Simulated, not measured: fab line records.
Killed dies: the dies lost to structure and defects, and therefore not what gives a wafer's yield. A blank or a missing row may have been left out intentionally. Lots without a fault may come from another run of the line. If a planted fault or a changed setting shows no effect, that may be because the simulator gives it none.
A lot that was struck, set against a sound lot / flow sky130 / 31 out of 708 route steps
Sound: the wafers L512.1, L512.3, L512.5. Wafers struck: L523.2, L523.3, L523.5. Last of all comes the cause.
Per side, at each step with rows, come the tool, then ch with its chambers, and then its first start. Under that, the readings that differ: sound wafers / struck wafers / difference of the means / sigmas: that difference in standard deviations of wafers without a fault.
alike: words and numbers the same on both sides, and readings whose means are apart by under 2 such deviations; not compared: readings that were withheld, readings missing a value for some wafer, numbers with overlapping values and no deviation given by the record, and bounds like >300 which may hide the same value.
A row with sigmas, a row that says differs or no value, or rows on one side alone: a step with any of these is where the two part. Numbers that don't overlap but have no deviation are shown without sigmas and don't part them. A reading that every wafer of one side lacks parts them only if that side has two wafers or more.

SKY_FIELD_ISO_BOW_MEAS_00:
  struck on film-metro-04, day 5 04:01; sound on film-metro-04, day 2 21:00
  alike: INCOMING_BOW
then, 1 step without rows for these wafers: SKY_FIELD_ISO_OXIDATION_01 (stabilise 600 s, purge 300 s, target thk 12 nm).
SKY_FIELD_ISO_THK_MEAS_02:
  struck on film-metro-04, day 5 05:59; sound on film-metro-02, day 3 00:03
  alike: FIELD_ISO_OXIDATION_00_THK
SKY_FIELD_ISO_CVD_03: deposits Si3N4 from DCS/NH3, target thk 165 nm, time 2830 s.
  sound on lpcvd-02 ch 0, day 3 00:49; struck on lpcvd-02 ch 1, day 5 06:02
reading=pressure-mtorr (mTorr); sound=250.2 250.4 250.1; struck=201.0 200.7 200.2; difference=-49.6; sigmas=-97
reading=model.Si3N4_of_FIELD_ISO_CVD_03.thk-nm (nm); sound=164.8 167.5 165.7; struck=156 155.8 156.8; difference=-10; sigmas=
  alike: spike-tc-lower-C, spike-tc-top-C, zone-power-bottom-pct
SKY_FIELD_ISO_THK_MEAS_04:
  struck on film-metro-04, day 5 07:50; sound on film-metro-03, day 3 02:37
reading=FIELD_ISO_CVD_03_THK (nm); sound=164.9 167.3 165.6; struck=156.0 155.9 156.8; difference=-9.7; sigmas=-6
then, 8 steps without rows for these wafers: SKY_FIELD_ISO_DEHYDRATE_05 (time 60 s); SKY_FIELD_ISO_HMDS_06 (prime time 60 s); SKY_FIELD_ISO_COAT_07 (resist thk 60 nm); SKY_FIELD_ISO_COAT_08 (resist thk 450 nm); SKY_FIELD_ISO_SOFTBAKE_09 (time 90 s); SKY_FIELD_ISO_EXPOSE_10 (exposes mask FOM, target cd 150 nm); SKY_FIELD_ISO_PEB_11; SKY_FIELD_ISO_DEVELOP_12 (develop time 60 s).
SKY_FIELD_ISO_CD_MEAS_13 targets a cd of 150 nm.
  struck on cd-sem-01, day 6 02:19; sound on cd-sem-01, day 3 18:12
  alike: cd-nm
SKY_FIELD_ISO_ETCH_14: etches BARC in N2/H2, stops on SiO2, time 45.9 s, target depth 60 nm.
  sound on rie-diel-01 ch 1,2,3, day 3 18:19; struck on rie-diel-01 ch 0,2,3, day 6 02:25
  alike: drypump-motor-current-A, oes-product-au, throttle-valve-pct
  not compared: rf-hours-counter-h
SKY_FIELD_ISO_ETCH_15: etches the open film in CHF3/O2, stops on Si, target depth 180 nm, time 72 s.
  sound on rie-diel-01 ch 1,2,3, day 3 18:22; struck on rie-diel-01 ch 0,2,3, day 6 02:28
reading=oes-product-au (a.u.); sound=0.948 0.956 0.941; struck=0.922 0.916 0.916; difference=-0.030; sigmas=-4
reading=model.etch.depth-nm (nm); sound=164.8 167.5 165.7; struck=156 155.8 156.8; difference=-10; sigmas=
  alike: drypump-motor-current-A, throttle-valve-pct
  not compared: rf-hours-counter-h
SKY_FIELD_ISO_STRIP_16: strips in O2/N2.
  sound on plasma-asher-01 ch 0,1, day 3 18:25; struck on plasma-asher-02 ch 0,1, day 6 02:31
reading=drypump-motor-current-A (A); sound=4.9 5.4 4.9; struck=6.0 5.4 6.0; difference=+0.7; sigmas=+2
  alike: oes-product-au, strip-time-to-endpoint-s
  not compared: rf-hours-counter-h
SKY_FIELD_ISO_ETCH_17: etches Si in HBr/Cl2/O2, target depth 342 nm, time 97.7 s.
  sound on rie-si-01 ch 0,2,3, day 3 18:31; struck on rie-si-01 ch 0,2,3, day 6 02:37
  alike: drypump-motor-current-A, mfc-cl2-sccm, oes-product-au, throttle-valve-pct
  not compared: rf-hours-counter-h
then, 5 steps without rows for these wafers: SKY_FIELD_ISO_WET_ETCH_18 (etches Si3N4 in H3PO4, target depth 25 nm, time 286 s); SKY_FIELD_ISO_CLEAN_19 (cleans in SC1/SC2, time 150 s); SKY_FIELD_ISO_CLEAN_20 (cleans in dHF, time 20 s); SKY_FIELD_ISO_WET_ETCH_21 (etches SiO2 in dHF, target depth 20 nm, time 400 s); SKY_FIELD_ISO_OXIDATION_22 (stabilise 600 s, purge 300 s, target thk 10 nm).
SKY_FIELD_ISO_THK_MEAS_23:
  struck on film-metro-02, day 6 04:21; sound on film-metro-03, day 3 20:58
  alike: FIELD_ISO_OXIDATION_01_THK
then, 1 step without rows for these wafers: SKY_FIELD_ISO_CVD_24 (deposits SiO2, target thk 595 nm, time 99.2 s).
SKY_FIELD_ISO_THK_MEAS_25:
  struck on film-metro-03, day 6 04:29; sound on film-metro-02, day 3 21:05
  alike: FIELD_ISO_CVD_24_THK
then, 1 step without rows for these wafers: SKY_FIELD_ISO_ANNEAL_26 (time 1800 s).
SKY_FIELD_ISO_CMP_27: polishes, stops on Si3N4, t overpolish 16 s, target thk 457.8 nm.
  sound on cmp-02 ch 0,2, day 3 22:42; struck on cmp-01 ch 1,2, day 6 06:05
  alike: motor-current-A
SKY_FIELD_ISO_WET_ETCH_28: etches SiO2 in dHF, target depth 23.7 nm, time 47 s.
  sound on wet-bench-01 ch 3, day 3 22:57; struck on wet-bench-03 ch 3, day 6 06:20
reading=model.Si3N4_of_FIELD_ISO_CVD_03.thk-nm (nm); sound=118.6 121.1 119; struck=109.8 109.9 110.9; difference=-9.4; sigmas=
  alike: temp-c
then, 1 step without rows for these wafers: SKY_FIELD_ISO_WET_ETCH_29 (etches Si3N4 in H3PO4, target depth 160 nm, time 1825 s).
-- here the record skips 44 days between the struck wafers' starts before and after, leaving off in module FIELD_ISO and picking up in module PAD_OPEN (first step shown: number 708 of the route) --
SKY_PAD_OPEN_PROBE_99:
  struck on prober-02, day 50 00:19; sound on prober-01, day 47 22:17
reading=model.etest.cap-li-to-poly.c-af-um2; sound=103.2 99.29 97; struck=96.16 94.61 95.96; difference=-4.25; sigmas=
reading=model.etest.sram-nfet-pass.off-log10-a-um; sound=-12.77 -12.87 -12.94; struck=-12.67 -12.46 -12.58; difference=+0.29; sigmas=
  alike: killed_at_M0_to_M3, killed_at_M4_up, killed-at-contacts, killed-at-front-end, killed-at-other, killed-dies, killed-open, killed-short
  not compared: model.etest.field-n.vt-v

## WHERE THEY PART
At SKY_FIELD_ISO_CVD_03 first; at SKY_FIELD_ISO_STRIP_16 last (within this record only). Later steps at which nothing parts them and some readings are alike: SKY_FIELD_ISO_ETCH_17, SKY_FIELD_ISO_THK_MEAS_23, SKY_FIELD_ISO_THK_MEAS_25, SKY_FIELD_ISO_CMP_27, SKY_FIELD_ISO_WET_ETCH_28, SKY_PAD_OPEN_PROBE_99.

WHY: what had been put in by the simulator
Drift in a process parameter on lpcvd-02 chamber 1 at SKY_FIELD_ISO_CVD_03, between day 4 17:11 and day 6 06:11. From 250, the setting pressure-mtorr moved by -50. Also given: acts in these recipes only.
